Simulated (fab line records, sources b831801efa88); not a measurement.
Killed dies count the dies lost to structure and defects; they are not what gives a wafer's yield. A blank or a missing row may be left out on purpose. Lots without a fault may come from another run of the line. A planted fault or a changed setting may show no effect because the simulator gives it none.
Which tool was responsible? -- flow gf180mcu -- 6 lots with 18 wafers sampled at 2 steps, on a route of 602 steps

## WHAT THE GAUGES SHOWED, per wafer
GF_VT_IMPLANT_RS_MEAS_47: the measuring method here is four-point-probe.
lot,measured,on,NWELL_RS (ohm/sq)
L803,day 8 04:22,filmMetro-02,487.7 487.0 488.0
L807,day 9 03:11,filmMetro-02,485.3 487.3 486.1
L811,day 10 10:19,filmMetro-04,499.0 501.2 501.1 500.2 500.5 502.2
L816,day 11 17:59,filmMetro-01,485.7 486.9 486.8
L818,day 12 09:52,filmMetro-02,487.4 487.0 486.1
L821,day 13 07:37,filmMetro-01,486.6 486.4 487.7

## EACH LOT AND THE TOOL THAT RAN IT (in order: tool; ch and the chambers of the sampled wafers; start)
lot,GF_NWELL_IMPLANT_08
L803,"implanter-01 ch 0, day 3 18:58"
L807,"implanter-02 ch 0, day 4 14:50"
L811,"implanter-04 ch 0, day 5 14:52"
L816,"implanter-01 ch 0, day 6 15:57"
L818,"implanter-01 ch 0, day 7 03:52"
L821,"implanter-01 ch 0, day 7 21:52"
- GF_NWELL_IMPLANT_08

## THE ANSWER, worked out from the rows above alone
Rule: the usual values come from the lots themselves. Put in order of their means at a reading, lots are off if they are a third of the lots or fewer, leave a main group of 4 or more, and stand apart from it by a gap of 3 or more times the standard deviation of the main group's means; of several such gaps the widest counts. The tables above print the reading to a certain number of digits; a main group whose means all agree to those digits is not used. A lot without any number at a reading at which 4 lots or more have one is off too. The other lots that the step has rows for count as sound.
Off: L811, at GF_VT_IMPLANT_RS_MEAS_47 (NWELL_RS). The main group has a mean of 486.8 ohm/sq with a standard deviation of 0.45.
A tool fits if, at a process step before that reading, it ran every lot that is off, and no sound lot after the first of them. Gauges at GF_VT_IMPLANT_RS_MEAS_47: tried the same way as those tools. 2 tools fit, implanter-04 at GF_NWELL_IMPLANT_08 and filmMetro-04 at GF_VT_IMPLANT_RS_MEAS_47, so this cannot tell which one it is.

## WHAT THE SIMULATOR HAD INSERTED
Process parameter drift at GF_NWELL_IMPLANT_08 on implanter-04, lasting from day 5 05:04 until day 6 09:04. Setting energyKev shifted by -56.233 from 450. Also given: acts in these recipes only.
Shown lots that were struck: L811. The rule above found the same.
